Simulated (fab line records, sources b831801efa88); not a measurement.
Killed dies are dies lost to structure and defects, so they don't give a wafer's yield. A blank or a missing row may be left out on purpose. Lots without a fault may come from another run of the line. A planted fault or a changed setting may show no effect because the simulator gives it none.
fab line records | flow sky130
record lots=5 wafers=15 last_day=50
route steps=708 shown CONTACT@429 METAL1@434
lots that met no fault: from a run of the same line without faults
start_h: hours from the record's first day to the start of the lot's first wafer shown | wait_h: hours since the lot's step before | " the same as in the row above | L1.1+2: a row that stands for several wafers | - no value, or no start given | * or withheld: withheld | < > ~ a bound
route shown NAME@n: a module of which the file shows steps, and the number in the route of the first | usual: mean/standard deviation of fault-free wafers | same: alike in all rows | chamber/n: place in a boat | sites: the reading at each site | _std_site: their standard deviation | _edge_site: outer sites' mean less inner sites' | radius_mm: how far each site lies from the wafer's centre | mask NAME#n: copy n | behind: the tool/chamber that last shaped the wafer | hold: why the lot was held/for how many hours/how that ended | device: the transistor (n, p or np) that didn't switch | end of line: the same wafers' tests at the end of the route | a step without rows: its recipe alone | killed: dies lost to structure and defects at the first sort, not the wafer's yield | map: a wafer's dies, x killed, . not, _ none there
set.NAME: the setting as run; set.NAME@STEP: as run at that earlier step | model.NAME: the simulator's own value behind a step, which no gauge read
lots at some steps of the route; a table a step, a row a wafer
services: from which hour (start_h, from the record's first day; less than 0 if before it) a tool's chamber was out of use, for how many hours, and why
## steps
# step SKY_CONTACT_SPUTTER_23
# recipe material=TiN target_thk_nm=20 chamber_pressure_pa=5 power_w=4000 time_s=80
# usual throttle_valve_pct=30.2/1.2
# columns lot.wafer tool chamber start_h wait_h throttle_valve_pct
L076.1 pvd_sputter-04 - 773.94 0.0 30.0
L076.4 " - " " 31.0
L076.5 " - " " 30.2
L079.3 pvd_sputter-04 - 781.77 0.0 31.0
L079.4 " - " " 33.0
L079.5 " - " " 30.0
L084.3 pvd_sputter-04 - 822.49 0.0 30.9
L084.5 " - " " 30.2
L084.6 " - " " 29.9
L090.1 pvd_sputter-01 - 866.12 0.0 29.8
L090.4 " - " " 28.7
L090.6 " - " " 29.8
L095.2 pvd_sputter-01 - 898.85 0.0 29.7
L095.3 " - " " 30.3
L095.4 " - " " 29.3
# step SKY_CONTACT_CVD_24
# recipe material=W target_thk_nm=340 time_s=102.12 temp_c=400 pressure_torr=40
# usual heater_power_w=815/85
# columns lot.wafer tool chamber start_h wait_h heater_power_w since_wet_clean_h
L076.1 cvd_w-01 0 774.00 0.0 718 870
L076.4 " 0 " " 696 -
L076.5 " 0 " " 710 -
L079.3 cvd_w-01 0 781.87 0.1 711 -
L079.4 " 1 " " 743 -
L079.5 " 0 " " 713 -
L084.3 cvd_w-02 1 822.59 0.1 936 -
L084.5 " 1 " " 938 -
L084.6 " 0 " " 853 -
L090.1 cvd_w-02 1 866.18 0.0 931 462
L090.4 " 0 " " 852 -
L090.6 " 1 " " 910 -
L095.2 cvd_w-01 0 898.92 0.0 717 995
L095.3 " 1 " " 721 -
L095.4 " 0 " " 724 -
# step SKY_CONTACT_RS_MEAS_25
# recipe thk_meas_gauge=four-point-probe reads=W_of_CONTACT_CVD_24+TiN_of_CONTACT_SPUTTER_23
# usual CONTACT_W_RS=0.340/0.0035
# columns lot.wafer tool chamber start_h wait_h CONTACT_W_RS[ohm/sq]
L076.1 film_metro-04 - 774.11 0.1 0.337
L076.4 " - " " 0.333
L076.5 " - " " 0.340
L079.3 film_metro-02 - 781.98 0.1 0.340
L079.4 " - " " 0.343
L079.5 " - " " 0.345
L084.3 film_metro-04 - 822.70 0.1 0.342
L084.5 " - " " 0.340
L084.6 " - " " 0.344
L090.1 film_metro-01 - 866.29 0.1 0.341
L090.4 " - " " 0.337
L090.6 " - " " 0.342
L095.2 film_metro-02 - 899.05 0.1 0.340
L095.3 " - " " 0.339
L095.4 " - " " 0.338
# step SKY_CONTACT_THK_MEAS_26
# recipe thk_meas_gauge=xrf reads=W_of_CONTACT_CVD_24
# usual CONTACT_W_THK=337/4.6
# columns lot.wafer tool chamber start_h wait_h CONTACT_W_THK[nm]
L076.1 film_metro-04 - 774.23 0.1 344
L076.4 " - " " 346
L076.5 " - " " 337
L079.3 film_metro-02 - 782.08 0.1 334
L079.4 " - " " 331
L079.5 " - " " 329
L084.3 film_metro-04 - 822.80 0.1 333
L084.5 " - " " 335
L084.6 " - " " 332
L090.1 film_metro-01 - 866.41 0.1 336
L090.4 " - " " 340
L090.6 " - " " 338
L095.2 film_metro-02 - 899.16 0.1 332
L095.3 " - " " 335
L095.4 " - " " 334
# step SKY_CONTACT_CMP_27
# recipe stop_on=SiO2 t_overpolish_s=15 down_force_psi=3.5 platen_rpm=60 target_thk_nm=0 pad_velocity_m_s=0.94248
# usual edge_zone_pressure_frac=1.000/0.0049 motor_current_A=10.6/1.1 overpolish_run_s=15.000/0.0096 time_to_endpoint_s=80/4
# columns lot.wafer tool chamber start_h wait_h edge_zone_pressure_frac motor_current_A overpolish_run_s time_to_endpoint_s
L076.4 cmp-01 0 774.34 0.1 1.012 9.1 14.996 82
L076.1 " 1 " " 0.997 11.8 14.996 83
L076.5 " 0 " " 1.003 8.8 14.998 81
L079.4 cmp-02 1 782.17 0.1 1.002 10.3 15.002 76
L079.3 " 3 " " 0.998 9.9 15.007 77
L079.5 " 0 " " 0.997 9.9 15.010 70
L084.3 cmp-02 2 822.89 0.1 1.001 11.2 14.992 76
L084.5 " 1 " " 0.999 10.5 15.005 81
L084.6 " 2 " " 1.008 11.3 14.996 74
L090.4 cmp-01 2 866.87 0.4 1.005 11.8 15.007 80
L090.1 " 0 " " 1.005 8.8 15.003 81
L090.6 " 3 " " 1.007 12.0 14.994 88
L095.2 cmp-01 2 899.21 0.0 0.999 11.8 14.996 79
L095.4 " 3 " " 0.993 11.7 15.008 84
L095.3 " 1 " " 0.998 11.7 14.994 80
# step SKY_METAL1_SPUTTER_00
# recipe material=Ti target_thk_nm=15 power_w=3000 time_s=10 chamber_pressure_pa=0.4
# usual throttle_valve_pct=30.3/1
# columns lot.wafer tool chamber start_h wait_h throttle_valve_pct
L076.1 pvd_sputter-03 - 774.59 0.1 30.3
L076.4 " - " " 32.6
L076.5 " - " " 31.1
L079.3 pvd_sputter-01 - 782.42 0.1 29.8
L079.4 " - " " 28.8
L079.5 " - " " 29.9
L084.3 pvd_sputter-03 - 823.14 0.2 31.6
L084.5 " - " " 32.1
L084.6 " - " " 29.3
L090.1 pvd_sputter-01 - 867.17 0.1 29.9
L090.4 " - " " 29.0
L090.6 " - " " 30.4
L095.2 pvd_sputter-02 - 899.51 0.2 29.9
L095.3 " - " " 30.9
L095.4 " - " " 29.7
# step SKY_METAL1_SPUTTER_01
# recipe material=TiN target_thk_nm=20 power_w=6500 time_s=16.7 chamber_pressure_pa=0.4
# usual throttle_valve_pct=30.3/1.1
# columns lot.wafer tool chamber start_h wait_h throttle_valve_pct
L076.1 pvd_sputter-03 - 774.61 0.0 30.2
L076.4 " - " " 32.3
L076.5 " - " " 31.3
L079.3 pvd_sputter-01 - 782.44 0.0 29.7
L079.4 " - " " 28.9
L079.5 " - " " 30.0
L084.3 pvd_sputter-03 - 823.17 0.0 31.4
L084.5 " - " " 32.1
L084.6 " - " " 29.5
L090.1 pvd_sputter-01 - 867.19 0.0 30.2
L090.4 " - " " 29.0
L090.6 " - " " 30.2
L095.2 pvd_sputter-02 - 899.53 0.0 29.9
L095.3 " - " " 31.0
L095.4 " - " " 30.0
# step SKY_METAL1_SPUTTER_02
# recipe material=AlCu target_thk_nm=250 power_w=10600 time_s=13.3 chamber_pressure_pa=0.4
# usual throttle_valve_pct=30.3/1.1
# columns lot.wafer tool chamber start_h wait_h throttle_valve_pct
L076.1 pvd_sputter-03 - 774.64 0.0 30.4
L076.4 " - " " 32.2
L076.5 " - " " 31.4
L079.3 pvd_sputter-01 - 782.47 0.0 29.6
L079.4 " - " " 28.4
L079.5 " - " " 29.9
L084.3 pvd_sputter-03 - 823.20 0.0 31.5
L084.5 " - " " 32.3
L084.6 " - " " 29.4
L090.1 pvd_sputter-01 - 867.22 0.0 29.9
L090.4 " - " " 28.8
L090.6 " - " " 30.7
L095.2 pvd_sputter-02 - 899.55 0.0 30.1
L095.3 " - " " 31.1
L095.4 " - " " 29.7
# step SKY_METAL1_SPUTTER_03
# recipe material=Ti target_thk_nm=5 power_w=3000 time_s=3.3 chamber_pressure_pa=0.4
# usual throttle_valve_pct=30.3/1.1
# columns lot.wafer tool chamber start_h wait_h throttle_valve_pct
L076.1 pvd_sputter-03 - 774.66 0.0 30.2
L076.4 " - " " 32.3
L076.5 " - " " 31.1
L079.3 pvd_sputter-01 - 782.49 0.0 29.8
L079.4 " - " " 28.8
L079.5 " - " " 29.6
L084.3 pvd_sputter-03 - 823.22 0.0 31.3
L084.5 " - " " 32.3
L084.6 " - " " 29.4
L090.1 pvd_sputter-01 - 867.24 0.0 30.0
L090.4 " - " " 28.7
L090.6 " - " " 30.6
L095.2 pvd_sputter-02 - 899.58 0.0 29.8
L095.3 " - " " 31.0
L095.4 " - " " 30.1
# step SKY_METAL1_SPUTTER_04
# recipe material=TiN target_thk_nm=70 power_w=6500 time_s=58.3 chamber_pressure_pa=0.4
# usual throttle_valve_pct=30.3/1.1
# columns lot.wafer tool chamber start_h wait_h throttle_valve_pct
L076.1 pvd_sputter-03 - 774.68 0.0 29.9
L076.4 " - " " 32.3
L076.5 " - " " 31.4
L079.3 pvd_sputter-01 - 782.51 0.0 29.7
L079.4 " - " " 28.5
L079.5 " - " " 29.9
L084.3 pvd_sputter-03 - 823.24 0.0 31.1
L084.5 " - " " 32.5
L084.6 " - " " 29.4
L090.1 pvd_sputter-01 - 867.26 0.0 29.9
L090.4 " - " " 29.1
L090.6 " - " " 30.5
L095.2 pvd_sputter-02 - 899.60 0.0 30.1
L095.3 " - " " 30.9
L095.4 " - " " 30.1
# step SKY_METAL1_RS_MEAS_05
# recipe thk_meas_gauge=four-point-probe reads=TiN_of_METAL1_SPUTTER_04+Ti_of_METAL1_SPUTTER_03+AlCu_of_METAL1_SPUTTER_02+TiN_of_METAL1_SPUTTER_01+Ti_of_METAL1_SPUTTER_00
# usual METAL1_ALCU_RS=0.1265/0.0013
# columns lot.wafer tool chamber start_h wait_h METAL1_ALCU_RS[ohm/sq]
L076.1 film_metro-03 - 774.73 0.0 0.1262
L076.4 " - " " 0.1262
L076.5 " - " " 0.1275
L079.3 film_metro-03 - 782.60 0.1 0.1250
L079.4 " - " " 0.1267
L079.5 " - " " 0.1258
L084.3 film_metro-04 - 823.34 0.1 0.1266
L084.5 " - " " 0.1260
L084.6 " - " " 0.1258
L090.1 film_metro-04 - 867.31 0.0 0.1288
L090.4 " - " " 0.1267
L090.6 " - " " 0.1271
L095.2 film_metro-04 - 899.67 0.0 0.1252
L095.3 " - " " 0.1258
L095.4 " - " " 0.1264
# step SKY_METAL1_THK_MEAS_06
# recipe thk_meas_gauge=xrf reads=AlCu_of_METAL1_SPUTTER_02
# usual METAL1_ALCU_THK=254.7/2.9
# columns lot.wafer tool chamber start_h wait_h METAL1_ALCU_THK[nm]
L076.1 film_metro-03 - 774.85 0.1 255.3
L076.4 " - " " 256.8
L076.5 " - " " 252.5
L079.3 film_metro-03 - 782.70 0.1 256.9
L079.4 " - " " 251.2
L079.5 " - " " 253.6
L084.3 film_metro-04 - 823.44 0.1 256.0
L084.5 " - " " 256.7
L084.6 " - " " 255.2
L090.1 film_metro-04 - 867.43 0.1 251.1
L090.4 " - " " 255.0
L090.6 " - " " 253.4
L095.2 film_metro-04 - 899.78 0.1 258.1
L095.3 " - " " 257.0
L095.4 " - " " 255.1
# step SKY_METAL1_DEHYDRATE_07
# recipe temp_c=200 time_s=60
# usual plate_temp_C=200.01/0.16
# columns lot.wafer tool chamber start_h wait_h plate_temp_C
L076.1 litho_track-01 0 787.63 12.8 200.00
L076.4 " 0 " " 199.89
L076.5 " 0 " " 200.00
L079.3 litho_track-04 0 795.09 12.4 199.82
L079.4 " 0 " " 200.00
L079.5 " 0 " " 199.90
L084.3 litho_track-02 0 835.09 11.6 199.97
L084.5 " 0 " " 199.96
L084.6 " 0 " " 199.71
L090.1 litho_track-04 0 879.74 12.3 199.80
L090.4 " 0 " " 199.89
L090.6 " 0 " " 199.83
L095.2 litho_track-04 0 911.57 11.8 200.07
L095.3 " 0 " " 200.11
L095.4 " 0 " " 199.88
# step SKY_METAL1_HMDS_08
# recipe prime_time_s=60 prime_temp_c=120
# usual prime_temp_c=120.02/0.13
# columns lot.wafer tool chamber start_h wait_h prime_temp_c
L076.1 litho_track-01 0 787.78 0.1 120.23
L076.4 " 0 " " 120.13
L076.5 " 0 " " 120.10
L079.3 litho_track-04 0 795.24 0.1 120.05
L079.4 " 0 " " 120.27
L079.5 " 0 " " 120.18
L084.3 litho_track-02 0 835.24 0.1 119.94
L084.5 " 0 " " 119.89
L084.6 " 0 " " 119.95
L090.1 litho_track-04 0 879.89 0.1 120.05
L090.4 " 0 " " 119.99
L090.6 " 0 " " 119.84
L095.2 litho_track-04 0 911.72 0.1 119.78
L095.3 " 0 " " 119.87
L095.4 " 0 " " 119.85
# step SKY_METAL1_COAT_09
# recipe resist=BARC temp_c=withheld time_s=withheld spin_rpm=3000 resist_thk_nm=60
# columns lot.wafer tool chamber start_h wait_h
L076.1+4+5 litho_track-01 0 787.93 0.1
L079.3+4+5 litho_track-04 0 795.39 0.1
L084.3+5+6 litho_track-02 0 835.39 0.1
L090.1+4+6 litho_track-04 0 880.04 0.1
L095.2+3+4 litho_track-04 0 911.87 0.1
# step SKY_METAL1_COAT_10
# recipe resist=KrF-thick spin_rpm=3000 resist_thk_nm=450
# columns lot.wafer tool chamber start_h wait_h
L076.1+4+5 litho_track-01 0 - -
L079.3+4+5 litho_track-04 0 - -
L084.3+5+6 litho_track-02 0 - -
L090.1+4+6 litho_track-04 0 - -
L095.2+3+4 litho_track-04 0 - -
# step SKY_METAL1_SOFTBAKE_11
# recipe temp_c=100 time_s=90 resist=KrF-thick
# usual plate_temp_C=100.03/0.14
# columns lot.wafer tool chamber start_h wait_h plate_temp_C
L076.1 litho_track-01 0 - - 99.92
L076.4 " 0 " " 99.90
L076.5 " 0 " " 99.94
L079.3 litho_track-04 0 - - 99.97
L079.4 " 0 " " 100.08
L079.5 " 0 " " 99.79
L084.3 litho_track-02 0 - - 100.02
L084.5 " 0 " " 100.18
L084.6 " 0 " " 100.01
L090.1 litho_track-04 0 - - 100.03
L090.4 " 0 " " 99.82
L090.6 " 0 " " 100.02
L095.2 litho_track-04 0 - - 99.99
L095.3 " 0 " " 100.03
L095.4 " 0 " " 100.00
## services
# columns tool chamber start_h hours kind
cmp-02 - 756.33 7.5 pm
cmp-02 - 775.60 3.1 repair
cmp-01 - 793.64 3.1 repair
cmp-01 - 813.94 20.4 pm
cvd_w-02 - 822.87 0.7 repair
pvd_sputter-04 - 832.54 2.5 repair
cvd_w-02 - 842.24 0.9 repair
cmp-02 - 846.09 0.5 repair
cmp-01 - 852.52 1.3 repair
cvd_w-01 0 860.37 10.2 repair
cmp-01 - 861.66 0.2 repair
cvd_w-01 1 865.92 8.0 repair
cvd_w-02 - 868.00 0.5 repair
cmp-02 - 871.81 4.7 pm
cmp-01 - 873.86 0.3 repair
cmp-02 - 880.40 4.4 repair
pvd_sputter-04 - 882.32 14.1 repair
pvd_sputter-02 - 890.41 2.5 repair
cvd_w-01 - 904.00 14.0 pm
cvd_w-01 0 904.00 14.0 vent_cycle
cvd_w-01 1 904.00 14.0 vent_cycle
cvd_w-01 1 904.62 3.2 repair
## key
fault none
